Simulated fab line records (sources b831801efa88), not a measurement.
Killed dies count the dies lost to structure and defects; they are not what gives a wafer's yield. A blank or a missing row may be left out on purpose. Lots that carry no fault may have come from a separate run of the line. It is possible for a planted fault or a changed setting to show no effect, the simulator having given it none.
fab line records    flow sky130
record lots=12  wafers=36  lastDay=50
route steps=708 shown FIELD_ISO@28 PWDE@53 NWELL@63 VT_ADJUST_LVTN@104 PAD_OPEN@708
lots that met no fault: taken from a fault-free run of the same line
startH: hours from the record's opening day to when the first of the lot's shown wafers began    waitH: hours since the lot's step before    " identical to the entry in the row above    L1.1+2: a row that stands for several wafers    - no value present, or no start provided    * or withheld: withheld    < > ~ a bound
route shown NAME@n: NAME is a module with steps in the file, n the number in the route of the first one    usual: the fault-free wafers' mean and standard deviation    same: alike in all rows    chamber/n: place in a boat    sites: per-site readings    _std_site: how widely they spread, as a standard deviation    _edge_site: outer sites' mean less inner sites'    radiusMm: for every site, how far away it sits from the centre of the wafer    mask NAME#n: copy n    behind: tool/chamber where the wafer was last shaped    hold: cause of the lot's hold/its duration in hours/its outcome    device: the transistor (n, p or np) that didn't switch    end of line: the route-end tests of the same wafers    a step with no rows: only its recipe    killed: the dies lost at the first sort to structure and to defects; this is not the yield of the wafer    map: shows each die of a wafer: x if killed, . if not, _ if none is there
set.NAME: the setting as run; set.NAME@STEP: as run at that earlier step    model.NAME: the simulator's own value behind a step, which no gauge read
the route's steps for a sample of lots (tables are steps, rows are wafers)
services: when a tool's chamber went out of use (startH, in hours from the record's first day, below 0 if earlier), for how many hours, and the reason
## steps
# step SKY_FIELD_ISO_CMP_27
# recipe stopOn=Si3N4  tOverpolishS=16  downForcePsi=4  platenRpm=60  targetThkNm=457.8  padVelocityMS=0.94248
# usual edgeZonePressureFrac=1.000/0.0052  headPressurePsi=3.999/0.0089  motorCurrentA=11.4/1.1  overpolishRunS=16.000/0.0091  timeToEndpointS=113/3.7
# same tOverpolishS=16
lot.wafer  tool    chamber  startH  waitH  edgeZonePressureFrac  headPressurePsi  motorCurrentA  overpolishRunS  timeToEndpointS
L719.1     cmp-02  1        35.33   0.0    1.007                 4.003            9.8            16.000          120
L719.2     "       0        "       "      0.995                 4.007            11.4           15.999          115
L719.5     "       2        "       "      1.011                 4.009            13.4           15.995          116
L720.3     cmp-01  2        41.08   0.1    0.998                 4.008            10.5           16.004          111
L720.2     "       3        "       "      0.992                 4.008            10.4           15.979          119
L720.5     "       1        "       "      0.999                 3.993            12.2           15.993          115
L722.1     cmp-01  0        53.43   0.0    1.003                 4.011            13.1           16.005          111
L722.2     "       1        "       "      0.998                 3.998            11.2           16.001          110
L722.3     "       2        "       "      0.995                 4.006            10.9           15.997          108
L723.4     cmp-01  0        55.42   0.1    0.992                 4.001            13.6           15.993          116
L723.2     "       2        "       "      0.999                 4.008            11.6           15.996          110
L723.6     "       3        "       "      0.994                 3.995            10.0           15.999          113
L724.2     cmp-02  2        58.64   0.1    0.994                 3.998            12.7           16.002          105
L724.4     "       0        "       "      0.999                 3.992            11.0           15.998          113
L724.5     "       1        "       "      1.002                 4.008            9.7            15.996          111
L727.2     cmp-02  0        74.41   0.1    0.991                 4.001            11.8           16.000          113
L727.1     "       1        "       "      0.988                 3.979            10.0           15.993          112
L727.5     "       3        "       "      0.998                 4.007            10.7           15.977          116
L729.3     cmp-02  3        88.49   0.1    1.001                 3.997            10.5           15.992          112
L729.1     "       0        "       "      0.988                 4.001            11.5           15.991          110
L729.5     "       2        "       "      1.002                 4.008            11.8           15.995          110
L730.4     cmp-01  0        92.40   0.0    0.991                 3.993            12.0           15.997          114
L730.1     "       2        "       "      0.995                 3.985            11.6           16.009          115
L730.5     "       1        "       "      0.994                 4.008            11.1           15.996          114
L737.4     cmp-01  3        127.00  0.1    0.997                 3.995            10.6           16.001          109
L737.3     "       0        "       "      1.005                 3.980            13.4           16.008          108
L737.1     "       1        "       "      0.995                 3.998            11.8           15.998          105
L738.2     cmp-02  2        133.13  0.0    1.002                 4.003            12.7           16.003          110
L738.4     "       3        "       "      1.001                 4.017            10.8           16.016          117
L738.3     "       0        "       "      1.012                 4.007            12.0           16.002          114
L740.1     cmp-01  3        150.28  0.0    0.996                 3.991            10.4           16.024          109
L740.4     "       1        "       "      1.000                 3.990            10.7           15.991          104
L740.2     "       2        "       "      1.002                 4.003            11.3           16.008          108
L742.4     cmp-02  3        157.22  0.1    1.005                 4.002            10.9           16.011          114
L742.1     "       1        "       "      0.994                 3.990            10.1           16.004          110
L742.6     "       3        "       "      1.000                 3.986            10.8           16.005          110
# step SKY_PWDE_IMPLANT_08
# recipe species=B  energyKev=150  doseCm2=3.6e+12  tiltDeg=withheld
# usual beamEnergyKeV=149.99/0.055  faradayCurrentUA=20.3/0.42
lot.wafer  tool          chamber  startH  waitH  beamEnergyKeV  faradayCurrentUA
L719.1     implanter-04  0        68.62   0.0    149.98         19.7
L719.2     "             0        "       "      150.00         19.9
L719.5     "             0        "       "      149.99         19.9
L720.2     implanter-02  0        76.35   0.0    149.94         20.5
L720.3     "             0        "       "      150.02         20.2
L720.5     "             0        "       "      149.96         19.8
L722.1     implanter-02  0        88.40   0.0    149.94         21.4
L722.2     "             0        "       "      149.98         19.9
L722.3     "             0        "       "      150.02         19.6
L723.2     implanter-02  0        90.88   0.0    150.03         20.7
L723.4     "             0        "       "      150.01         20.4
L723.6     "             0        "       "      149.95         19.8
L724.2     implanter-04  0        94.50   0.0    150.00         19.7
L724.4     "             0        "       "      149.99         20.2
L724.5     "             0        "       "      150.07         19.8
L727.1     implanter-01  0        113.00  0.0    149.86         19.4
L727.2     "             0        "       "      149.91         20.7
L727.5     "             0        "       "      149.90         19.5
L729.1     implanter-04  0        125.42  0.0    149.96         20.1
L729.3     "             0        "       "      150.04         20.2
L729.5     "             0        "       "      150.01         20.7
L730.1     implanter-02  0        131.32  0.0    149.92         20.0
L730.4     "             0        "       "      150.02         20.1
L730.5     "             0        "       "      149.96         20.7
L737.1     implanter-02  0        169.07  0.0    150.03         20.5
L737.3     "             0        "       "      150.01         19.8
L737.4     "             0        "       "      150.06         20.7
L738.2     implanter-02  0        174.54  0.0    150.04         20.7
L738.3     "             0        "       "      150.08         19.8
L738.4     "             0        "       "      149.99         20.3
L740.1     implanter-04  0        192.32  0.0    150.02         20.4
L740.2     "             0        "       "      149.98         20.5
L740.4     "             0        "       "      150.04         19.6
L742.1     implanter-04  0        201.32  0.0    150.03         19.7
L742.4     "             0        "       "      150.00         20.6
L742.6     "             0        "       "      150.08         20.3
# step SKY_NWELL_OVL_MEAS_10
# usual NWELL_00_OVL=0.5/1.6
lot.wafer  tool        chamber  startH  waitH  NWELL_00_OVL[nm]
L719.1     overlay-01  -        85.79   -      0.6
L719.2     "           -        "       "      1.1
L719.5     "           -        "       "      2.5
L720.2     overlay-02  -        93.87   -      -2.5
L720.3     "           -        "       "      -1.6
L720.5     "           -        "       "      -0.5
L722.1     overlay-02  -        106.08  -      0.9
L722.2     "           -        "       "      1.5
L722.3     "           -        "       "      1.8
L723.2     overlay-01  -        108.50  -      -1.6
L723.4     "           -        "       "      0.2
L723.6     "           -        "       "      -1.3
L724.2     overlay-02  -        111.89  -      1.2
L724.4     "           -        "       "      0.8
L724.5     "           -        "       "      -0.3
L727.1     overlay-02  -        130.17  -      0.5
L727.2     "           -        "       "      0.4
L727.5     "           -        "       "      0.1
L729.1     overlay-02  -        144.29  -      0.4
L729.3     "           -        "       "      0.0
L729.5     "           -        "       "      -0.2
L730.1     overlay-01  -        151.67  -      2.1
L730.4     "           -        "       "      2.9
L730.5     "           -        "       "      1.4
L737.1     overlay-02  -        188.72  -      2.8
L737.3     "           -        "       "      2.7
L737.4     "           -        "       "      2.9
L738.2     overlay-02  -        193.12  -      -0.5
L738.3     "           -        "       "      -0.9
L738.4     "           -        "       "      -0.9
L740.1     overlay-02  -        213.03  -      0.3
L740.2     "           -        "       "      1.7
L740.4     "           -        "       "      0.1
L742.1     overlay-02  -        223.72  -      2.8
L742.4     "           -        "       "      2.7
L742.6     "           -        "       "      4.0
# step SKY_NWELL_RS_MEAS_31
# recipe thkMeasGauge=four-point-probe
# usual PWDE_RS=5274/16
lot.wafer  tool          chamber  startH  waitH  PWDE_RS[ohm/sq]
L719.1     filmMetro-01  -        104.01  0.1    5273
L719.2     "             -        "       "      5281
L719.5     "             -        "       "      5270
L720.2     filmMetro-01  -        112.10  0.1    5273
L720.3     "             -        "       "      5266
L720.5     "             -        "       "      5286
L722.1     filmMetro-04  -        124.86  0.1    5247
L722.2     "             -        "       "      5248
L722.3     "             -        "       "      5263
L723.2     filmMetro-02  -        127.45  0.1    5281
L723.4     "             -        "       "      5291
L723.6     "             -        "       "      5296
L724.2     filmMetro-01  -        130.58  0.1    5295
L724.4     "             -        "       "      5292
L724.5     "             -        "       "      5278
L727.1     filmMetro-02  -        151.22  0.1    5284
L727.2     "             -        "       "      5290
L727.5     "             -        "       "      5298
L729.1     filmMetro-01  -        164.57  0.1    5273
L729.3     "             -        "       "      5275
L729.5     "             -        "       "      5264
L730.1     filmMetro-01  -        172.92  0.1    5264
L730.4     "             -        "       "      5268
L730.5     "             -        "       "      5268
L737.1     filmMetro-01  -        210.15  0.1    5336
L737.3     "             -        "       "      5341
L737.4     "             -        "       "      5318
L738.2     filmMetro-01  -        214.85  0.1    5347
L738.3     "             -        "       "      5340
L738.4     "             -        "       "      5334
L740.1     filmMetro-01  -        236.53  0.1    5277
L740.2     "             -        "       "      5266
L740.4     "             -        "       "      5271
L742.1     filmMetro-02  -        247.38  0.1    5264
L742.4     "             -        "       "      5254
L742.6     "             -        "       "      5266
# step SKY_VT_ADJUST_LVTN_OVL_MEAS_07
# usual VT_ADJUST_LVTN_OVL=-0.1/1.2
lot.wafer  tool        chamber  startH  waitH  VT_ADJUST_LVTN_OVL[nm]
L719.1     overlay-02  -        140.84  -      -1.1
L719.2     "           -        "       "      -1.4
L719.5     "           -        "       "      0.2
L720.2     overlay-01  -        149.60  -      0.8
L720.3     "           -        "       "      0.5
L720.5     "           -        "       "      -0.1
L722.1     overlay-02  -        163.68  -      0.9
L722.2     "           -        "       "      0.0
L722.3     "           -        "       "      1.8
L723.2     overlay-02  -        167.24  -      0.0
L723.4     "           -        "       "      0.7
L723.6     "           -        "       "      1.0
L724.2     overlay-02  -        170.59  -      -1.6
L724.4     "           -        "       "      -0.6
L724.5     "           -        "       "      0.1
L727.1     overlay-02  -        189.18  -      -2.4
L727.2     "           -        "       "      -1.7
L727.5     "           -        "       "      -0.3
L729.1     overlay-02  -        203.53  -      -1.4
L729.3     "           -        "       "      -2.1
L729.5     "           -        "       "      -0.9
L730.1     overlay-02  -        212.38  -      0.7
L730.4     "           -        "       "      -1.3
L730.5     "           -        "       "      -1.0
L737.1     overlay-02  -        254.68  -      -0.1
L737.3     "           -        "       "      -2.5
L737.4     "           -        "       "      -1.0
L738.2     overlay-01  -        261.24  -      0.6
L738.3     "           -        "       "      -0.5
L738.4     "           -        "       "      1.1
L740.1     overlay-02  -        284.24  -      0.4
L740.2     "           -        "       "      -0.8
L740.4     "           -        "       "      -0.2
L742.1     overlay-02  -        294.69  -      -1.8
L742.4     "           -        "       "      -0.5
L742.6     "           -        "       "      -0.2
# step SKY_PAD_OPEN_PROBE_99
# usual killed_at_M0_to_M3=44/7.2  killed_at_M4_up=3.0/1.9  killedAtContacts=25/4.8  killedAtFrontEnd=16/4.2  killedAtOther=0.2/0.44  killedDies=88/9.3  killedOpen=48/7.1  killedShort=40/6.5
# same grossDies=492  killedAtBackSide=0
lot.wafer  tool       chamber  startH   waitH  killed_at_M0_to_M3  killed_at_M4_up  killedAtContacts  killedAtFrontEnd  killedAtOther  killedDies  killedOpen  killedShort
L737.1     prober-02  -        1170.00  0.1    37                  3                28                12                0              80          39          41
L737.3     prober-02  -        1170.10  0.2    42                  2                30                18                1              93          52          41
L737.4     prober-02  -        1170.15  0.2    47                  5                29                16                0              97          47          50
# killed by level:class
L737.1 CONTACT:geometricParticle:short=10 CONTACT:geometricParticle:open=9 VIA2:geometricParticle:open=8 VIA1:geometricParticle:open=5 LOCAL_INTERCONNECT:geometricParticle:short=5 METAL1:geometricParticle:short=5 FIELD_ISO:geometricParticle:open=4 VIA2:geometricParticle:short=4
L737.3 CONTACT:geometricParticle:open=16 VIA1:geometricParticle:open=9 VIA2:geometricParticle:short=7 POLY_GATE:geometricParticle:open=6 LI_CONTACT:geometricParticle:open=5 METAL3:geometricParticle:short=5 VIA2:geometricParticle:open=4 FIELD_ISO:geometricParticle:short=3
L737.4 VIA1:geometricParticle:open=9 CONTACT:geometricParticle:open=8 METAL2:geometricParticle:short=8 LI_CONTACT:geometricParticle:open=7 VIA2:geometricParticle:open=7 VIA1:geometricParticle:short=6 CONTACT:geometricParticle:short=6 FIELD_ISO:geometricParticle:short=5
## services
tool          chamber  startH  hours  kind
implanter-01  -        13.97   2.1    pm
cmp-01        -        17.97   9.7    pm
implanter-01  -        33.96   4.8    repair
cmp-02        -        38.58   10.8   repair
cmp-02        -        49.43   6.4    pm
implanter-01  -        56.02   6.2    pm
cmp-02        -        64.00   4.0    pm
cmp-02        -        68.00   -      consumableReplace:conditioner
cmp-02        -        68.00   -      consumableReplace:pad
cmp-01        -        68.95   0.3    repair
cmp-02        -        85.43   1.0    repair
cmp-02        -        86.00   2.2    repair
implanter-04  -        98.29   0.7    repair
cmp-02        -        99.80   1.9    repair
cmp-01        -        107.85  1.5    repair
cmp-01        -        119.48  1.3    repair
cmp-02        -        120.55  1.5    repair
cmp-01        -        150.73  4.0    pm
implanter-04  -        160.16  2.0    repair
cmp-01        -        173.95  5.4    pm
implanter-04  -        185.53  2.8    pm
implanter-01  -        190.04  9.4    repair
cmp-01        -        197.71  2.2    repair
## key
firstSign step=SKY_NWELL_RS_MEAS_31  reading=PWDE_RS  direction=up  sigmas=3.9  usual=5274  struck=5336
effect none on later readings
metAt SKY_PWDE_IMPLANT_08
struckLots L737,L738
testerLeftOut L737,L738
notActingAt SKY_FIELD_ISO_CMP_27,SKY_NWELL_OVL_MEAS_10,SKY_VT_ADJUST_LVTN_OVL_MEAS_07
onsetBetween 131.32 169.07
fault kind=processParameterDrift  tool=implanter-02  chamber=-  onsetH=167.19  steps=SKY_PWDE_IMPLANT_08  channel=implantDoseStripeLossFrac  offset=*  shape=step  endH=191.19
# testerLeftOut: of these lots the tester's yield and bins aren't shown, on N5 and GAA mostly nor the transistor test; their killed dies are dies lost to structure and defects alone, not to doping, threshold or leakage, so they don't give the yield
